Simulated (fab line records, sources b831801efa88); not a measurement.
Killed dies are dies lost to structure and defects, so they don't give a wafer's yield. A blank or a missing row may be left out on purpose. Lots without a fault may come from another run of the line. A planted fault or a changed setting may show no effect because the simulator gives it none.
fab line records | flow sky130
record lots=7 wafers=21 last_day=50
route steps=708 shown VIA1@472 METAL2@483
lots that met no fault: from a run of the same line without faults
start_h: hours from the record's first day to the start of the lot's first wafer shown | wait_h: hours since the lot's step before | " the same as in the row above | L1.1+2: a row that stands for several wafers | - no value, or no start given | * or withheld: withheld | < > ~ a bound
route shown NAME@n: a module of which the file shows steps, and the number in the route of the first | usual: mean/standard deviation of fault-free wafers | same: alike in all rows | chamber/n: place in a boat | sites: the reading at each site | _std_site: their standard deviation | _edge_site: outer sites' mean less inner sites' | radius_mm: how far each site lies from the wafer's centre | mask NAME#n: copy n | behind: the tool/chamber that last shaped the wafer | hold: why the lot was held/for how many hours/how that ended | device: the transistor (n, p or np) that didn't switch | end of line: the same wafers' tests at the end of the route | a step without rows: its recipe alone | killed: dies lost to structure and defects at the first sort, not the wafer's yield | map: a wafer's dies, x killed, . not, _ none there
set.NAME: the setting as run; set.NAME@STEP: as run at that earlier step | model.NAME: the simulator's own value behind a step, which no gauge read
lots at some steps of the route; a table a step, a row a wafer
services: from which hour (start_h, from the record's first day; less than 0 if before it) a tool's chamber was out of use, for how many hours, and why
## steps
# step SKY_VIA1_ETCH_14
# recipe chemistry=N2/H2 target=BARC ion_energy_ev=200 source_w=500 bias_w=100 pressure_mtorr=30 n2_flow_sccm=100 h2_flow_sccm=200 stop_on=SiO2 time_s=45.9 target_depth_a=600
# usual drypump_motor_current_A=5.9/0.39 oes_product_au=0.855/0.0051 throttle_valve_pct=13.226/0.0079
# columns lot.wafer tool chamber start_h wait_h drypump_motor_current_A oes_product_au rf_hours_counter_h throttle_valve_pct
L255.1 rie_diel-03 2 800.78 0.0 5.0 0.861 20 13.229
L255.4 " 0 " " 6.4 0.856 9 13.227
L255.6 " 3 " " 6.4 0.853 - 13.229
L259.1 rie_diel-02 3 828.66 0.0 6.0 0.857 12 13.218
L259.2 " 1 " " 5.6 0.857 6 13.220
L259.6 " 3 " " 6.1 0.843 - 13.222
L270.2 rie_diel-02 1 910.06 0.0 5.6 0.860 8 13.238
L270.3 " 0 " " 5.5 0.853 6 13.233
L270.4 " 2 " " 6.3 0.854 9 13.230
L271.1 rie_diel-03 2 914.15 0.0 5.0 0.851 23 13.242
L271.3 " 1 " " 5.8 0.856 9 13.236
L271.5 " 0 " " 6.4 0.860 - 13.227
L272.2 rie_diel-03 2 927.16 0.0 5.0 0.853 24 13.232
L272.3 " 1 " " 5.9 0.859 10 13.227
L272.6 " 0 " " 6.4 0.859 - 13.223
L274.3 rie_diel-01 1 937.06 0.0 5.9 0.870 11 13.245
L274.5 " 2 " " 6.0 0.856 - 13.209
L274.6 " 1 " " 5.9 0.849 - 13.228
L277.1 rie_diel-02 3 951.95 0.0 6.0 0.851 16 13.225
L277.3 " 1 " " 5.6 0.862 9 13.224
L277.4 " 2 " " 6.3 0.862 10 13.226
# step SKY_VIA1_ETCH_15
# recipe target=SiO2 chemistry=C4F8/O2/Ar target_depth_nm=351 stop_on=TiN mask_material=KrF-thick source_w=1500 bias_w=1200 pressure_mtorr=40 c4f8_flow_sccm=withheld O2_flow_sccm=6 Ar_flow_sccm=300 time_s=54
# step SKY_VIA1_STRIP_16
# recipe chemistry=O2/N2 power_w=1400 pressure_mtorr=1500 platen_temp_c=withheld o2_flow_sccm=3000 n2_flow_sccm=300 overash_fraction=0.5
# step SKY_VIA1_STRIP_17
# recipe chemistry=post_etch_residue_remover time_s=1200 temp_c=72.5
# step SKY_VIA1_CLEAN_18
# recipe chemistry=IPA time_s=180 temp_c=25
# step SKY_VIA1_CLEAN_19
# recipe chemistry=O3/DIW dry=n2_spin
# step SKY_VIA1_SPUTTER_20
# recipe material=TiN target_thk_nm=20 chamber_pressure_pa=5 power_w=4000 time_s=80
# step SKY_VIA1_CVD_21
# recipe material=W target_thk_nm=270 time_s=80.902 temp_c=400 pressure_torr=38.61
# usual chamber_pressure_Torr=38.61/0.091 heater_power_w=842/96
# columns lot.wafer tool chamber start_h wait_h chamber_pressure_Torr heater_power_w
L255.1 cvd_w-01 1 801.52 0.0 38.49 844
L255.4 " 0 " " 38.53 824
L255.6 " 1 " " 38.43 806
L259.1 cvd_w-01 0 829.43 0.0 38.54 856
L259.2 " 1 " " 38.55 815
L259.6 " 0 " " 38.50 835
L270.2 cvd_w-02 1 910.80 0.0 38.55 744
L270.3 " 1 " " 38.56 750
L270.4 " 0 " " 38.70 975
L271.1 cvd_w-02 1 914.90 0.0 38.71 722
L271.3 " 0 " " 38.55 991
L271.5 " 0 " " 38.79 967
L272.2 cvd_w-02 1 927.91 0.0 38.55 726
L272.3 " 0 " " 38.57 978
L272.6 " 0 " " 38.47 985
L274.3 cvd_w-02 1 937.87 0.1 38.56 736
L274.5 " 0 " " 38.70 978
L274.6 " 1 " " 38.49 759
L277.1 cvd_w-02 0 952.69 0.0 38.80 1006
L277.3 " 1 " " 38.79 739
L277.4 " 0 " " 38.82 982
# step SKY_VIA1_RS_MEAS_22
# recipe thk_meas_gauge=four-point-probe reads=W_of_VIA1_CVD_21+TiN_of_VIA1_SPUTTER_20
# usual VIA1_W_RS=0.436/0.0047
# columns lot.wafer tool chamber start_h wait_h VIA1_W_RS[ohm/sq]
L255.1 film_metro-01 - 801.61 0.1 0.438
L255.4 " - " " 0.437
L255.6 " - " " 0.438
L259.1 film_metro-01 - 829.52 0.1 0.429
L259.2 " - " " 0.443
L259.6 " - " " 0.434
L270.2 film_metro-04 - 910.92 0.1 0.441
L270.3 " - " " 0.440
L270.4 " - " " 0.438
L271.1 film_metro-04 - 915.00 0.1 0.434
L271.3 " - " " 0.427
L271.5 " - " " 0.434
L272.2 film_metro-04 - 928.03 0.1 0.440
L272.3 " - " " 0.438
L272.6 " - " " 0.435
L274.3 film_metro-02 - 937.97 0.1 0.438
L274.5 " - " " 0.447
L274.6 " - " " 0.443
L277.1 film_metro-04 - 952.79 0.1 0.428
L277.3 " - " " 0.425
L277.4 " - " " 0.427
# step SKY_VIA1_THK_MEAS_23
# recipe thk_meas_gauge=xrf reads=W_of_VIA1_CVD_21
# usual VIA1_W_THK=264/3.4
# columns lot.wafer tool chamber start_h wait_h VIA1_W_THK[nm]
L255.1 film_metro-01 - 801.73 0.1 264
L255.4 " - " " 264
L255.6 " - " " 263
L259.1 film_metro-01 - 829.64 0.1 270
L259.2 " - " " 262
L259.6 " - " " 267
L270.2 film_metro-04 - 911.03 0.1 259
L270.3 " - " " 260
L270.4 " - " " 261
L271.1 film_metro-04 - 915.12 0.1 267
L271.3 " - " " 271
L271.5 " - " " 266
L272.2 film_metro-04 - 928.14 0.1 261
L272.3 " - " " 263
L272.6 " - " " 265
L274.3 film_metro-02 - 938.07 0.1 261
L274.5 " - " " 256
L274.6 " - " " 258
L277.1 film_metro-04 - 952.91 0.1 268
L277.3 " - " " 270
L277.4 " - " " 268
# step SKY_VIA1_CMP_24
# recipe stop_on=SiO2 t_overpolish_s=15 down_force_psi=3.5 platen_rpm=60 target_thk_nm=0 pad_velocity_m_s=0.94248
# usual head_pressure_psi=3.500/0.0078 motor_current_A=11.4/0.84 overpolish_run_s=14.999/0.0091 time_to_endpoint_s=64.7/2.5
# columns lot.wafer tool chamber start_h wait_h head_pressure_psi motor_current_A overpolish_run_s time_to_endpoint_s
L255.4 cmp-01 0 802.19 0.4 3.496 11.7 15.010 64.5
L255.1 " 3 " " 3.492 11.0 14.987 61.0
L255.6 " 0 " " 3.505 12.5 15.003 63.8
L259.2 cmp-01 3 829.75 0.1 3.489 11.4 14.975 63.1
L259.1 " 1 " " 3.502 12.0 15.002 64.3
L259.6 " 3 " " 3.501 11.4 15.004 64.5
L270.2 cmp-01 3 911.08 0.0 3.495 11.2 15.002 60.6
L270.3 " 1 " " 3.503 12.3 14.998 59.7
L270.4 " 2 " " 3.494 10.9 14.997 61.0
L271.1 cmp-01 3 915.29 0.2 3.504 10.7 14.996 63.8
L271.3 " 2 " " 3.500 10.9 14.989 63.6
L271.5 " 3 " " 3.490 10.7 14.997 62.9
L272.3 cmp-02 1 928.24 0.1 3.506 10.0 14.995 67.1
L272.2 " 3 " " 3.502 11.9 15.021 69.5
L272.6 " 1 " " 3.506 10.9 15.002 69.9
L274.3 cmp-01 3 938.11 0.0 3.502 11.3 15.002 63.3
L274.5 " 3 " " 3.496 10.4 15.003 65.7
L274.6 " 0 " " 3.505 12.1 15.003 62.7
L277.1 cmp-02 2 952.97 0.1 3.489 10.5 15.015 69.7
L277.4 " 3 " " 3.493 12.2 14.990 68.5
L277.3 " 0 " " 3.488 11.1 14.999 63.9
# step SKY_METAL2_SPUTTER_00
# recipe material=Ti target_thk_nm=15 power_w=3000 time_s=10 chamber_pressure_pa=0.4
# usual cathode_dc_power_W=3000.0/0.52 chamber_pressure_pa=0.4001/0.00079 throttle_valve_pct=30.4/0.87
# columns lot.wafer tool chamber start_h wait_h cathode_dc_power_W chamber_pressure_pa throttle_valve_pct
L255.1 pvd_sputter-04 - 802.49 0.1 3000.7 0.3997 30.9
L255.4 " - " " 2999.7 0.4001 31.2
L255.6 " - " " 3000.1 0.3991 31.0
L259.1 pvd_sputter-01 - 830.00 0.1 3000.4 0.4007 30.1
L259.2 " - " " 3000.4 0.4001 31.8
L259.6 " - " " 2999.6 0.4003 31.9
L270.2 pvd_sputter-02 - 911.38 0.2 3000.9 0.3990 27.9
L270.3 " - " " 2999.7 0.4001 30.5
L270.4 " - " " 2999.7 0.4000 29.4
L271.1 pvd_sputter-04 - 915.59 0.2 2999.8 0.4011 31.2
L271.3 " - " " 2999.7 0.4000 30.8
L271.5 " - " " 2999.0 0.3994 30.2
L272.2 pvd_sputter-02 - 928.49 0.1 2999.7 0.4000 30.4
L272.3 " - " " 3000.3 0.4003 29.7
L272.6 " - " " 3000.7 0.4003 28.1
L274.3 pvd_sputter-04 - 938.41 0.2 3000.4 0.4007 31.2
L274.5 " - " " 3000.2 0.4001 30.8
L274.6 " - " " 2999.9 0.4010 31.1
L277.1 pvd_sputter-01 - 953.27 0.2 3000.9 0.3998 30.8
L277.3 " - " " 2999.7 0.4000 31.8
L277.4 " - " " 2999.5 0.3999 29.0
# step SKY_METAL2_SPUTTER_01
# recipe material=TiN target_thk_nm=20 power_w=6500 time_s=16.7 chamber_pressure_pa=0.4
# usual cathode_dc_power_W=6500.1/1.1 chamber_pressure_pa=0.4000/0.00084 throttle_valve_pct=30.4/0.87
# columns lot.wafer tool chamber start_h wait_h cathode_dc_power_W chamber_pressure_pa throttle_valve_pct
L255.1 pvd_sputter-04 - 802.51 0.0 6501.4 0.4000 30.8
L255.4 " - " " 6500.2 0.4012 31.0
L255.6 " - " " 6499.6 0.4007 31.1
L259.1 pvd_sputter-01 - 830.02 0.0 6501.6 0.3995 30.4
L259.2 " - " " 6499.6 0.4005 31.6
L259.6 " - " " 6500.3 0.4007 31.5
L270.2 pvd_sputter-02 - 911.40 0.0 - - -
L270.3 " - " " - - -
L270.4 " - " " - - -
L271.1 pvd_sputter-04 - 915.62 0.0 - - -
L271.3 " - " " - - -
L271.5 " - " " - - -
L272.2 pvd_sputter-02 - 928.51 0.0 - - -
L272.3 " - " " - - -
L272.6 " - " " - - -
L274.3 pvd_sputter-04 - 938.43 0.0 6500.2 0.3991 30.9
L274.5 " - " " 6499.5 0.3993 31.1
L274.6 " - " " 6498.6 0.3996 31.0
L277.1 pvd_sputter-01 - 953.29 0.0 6501.4 0.3977 31.0
L277.3 " - " " 6499.7 0.3998 31.6
L277.4 " - " " 6498.4 0.4002 29.1
# step SKY_METAL2_SPUTTER_02
# recipe material=AlCu target_thk_nm=250 power_w=10600 time_s=13.3 chamber_pressure_pa=0.4
# step SKY_METAL2_SPUTTER_03
# recipe material=Ti target_thk_nm=5 power_w=3000 time_s=3.3 chamber_pressure_pa=0.4
# step SKY_METAL2_SPUTTER_04
# recipe material=TiN target_thk_nm=70 power_w=6500 time_s=58.3 chamber_pressure_pa=0.4
# usual cathode_dc_power_W=6500.1/1.1 chamber_pressure_pa=0.4001/0.00082 throttle_valve_pct=30.4/0.87
# columns lot.wafer tool chamber start_h wait_h cathode_dc_power_W chamber_pressure_pa throttle_valve_pct
L255.1 pvd_sputter-04 - 802.58 0.0 6500.6 0.4005 31.1
L255.4 " - " " 6500.2 0.4016 30.9
L255.6 " - " " 6500.4 0.3995 31.1
L259.1 pvd_sputter-01 - 830.09 0.0 6500.6 0.4009 30.2
L259.2 " - " " 6499.0 0.3999 31.8
L259.6 " - " " 6501.5 0.3992 31.6
L270.2 pvd_sputter-02 - 911.47 0.0 6499.6 0.3999 28.1
L270.3 " - " " 6499.0 0.4005 30.4
L270.4 " - " " 6498.6 0.4000 29.3
L271.1 pvd_sputter-04 - 915.69 0.0 6501.9 0.3996 31.2
L271.3 " - " " 6503.6 0.3983 30.7
L271.5 " - " " 6500.3 0.4004 30.5
L272.2 pvd_sputter-02 - 928.58 0.0 6499.6 0.4003 30.6
L272.3 " - " " 6500.0 0.4016 29.6
L272.6 " - " " 6498.9 0.3985 28.2
L274.3 pvd_sputter-04 - 938.50 0.0 6500.4 0.3994 31.2
L274.5 " - " " 6498.8 0.3986 31.4
L274.6 " - " " 6500.3 0.3998 30.9
L277.1 pvd_sputter-01 - 953.36 0.0 6499.4 0.3997 30.7
L277.3 " - " " 6500.9 0.3995 31.9
L277.4 " - " " 6500.6 0.4006 28.9
## services
# columns tool chamber start_h hours kind
cmp-01 - 787.43 3.0 repair
pvd_sputter-02 - 789.61 2.8 repair
rie_diel-02 0 792.24 3.8 repair
rie_diel-02 0 801.27 6.8 repair
cmp-02 - 801.57 0.9 repair
pvd_sputter-01 - 801.59 0.9 repair
rie_diel-02 2 806.87 10.0 repair
pvd_sputter-04 - 808.97 1.4 repair
pvd_sputter-04 - 816.75 6.7 repair
rie_diel-02 3 831.97 1.7 repair
cmp-01 - 852.17 13.3 pm
rie_diel-03 3 862.10 5.1 repair
cvd_w-02 1 870.12 12.9 repair
cvd_w-02 - 884.43 1.1 repair
cvd_w-01 - 889.50 4.3 pm
cvd_w-01 - 904.00 14.0 pm
cmp-02 - 912.00 4.0 pm
cmp-01 - 915.66 0.9 repair
rie_diel-01 3 924.05 4.1 repair
pvd_sputter-02 - 929.54 5.4 repair
pvd_sputter-01 - 930.89 0.5 repair
cmp-02 - 932.20 0.3 repair
cvd_w-02 - 934.49 2.8 pm
rie_diel-01 3 951.06 4.3 repair
## key
first_sign step=SKY_METAL2_SPUTTER_01 reading=tool_record direction=missing
effect none on later readings
met_at SKY_METAL2_SPUTTER_01
struck_wafers L270.2,L270.3,L270.4,L271.1,L271.3,L271.5,L272.2,L272.3,L272.6
later_rows_left_out L270.2,L270.3,L270.4,L271.1,L271.3,L271.5,L272.2,L272.3,L272.6
sort_left_out L270.2,L270.3,L270.4,L271.1,L271.3,L271.5,L272.2,L272.3,L272.6
onset_between 802.51 911.40
fault kind=skipped_step_whole tool=pvd_sputter-02,pvd_sputter-04 chamber=- onset_h=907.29 steps=SKY_METAL2_SPUTTER_01 scope=struck_lots_only
# sort_left_out: the simulated sort isn't trusted on such a fault, so these wafers' sort isn't shown, and their yield isn't known
# later_rows_left_out: the simulator's readings of these wafers behind a module that went badly wrong aren't trusted and aren't shown, but for the sort
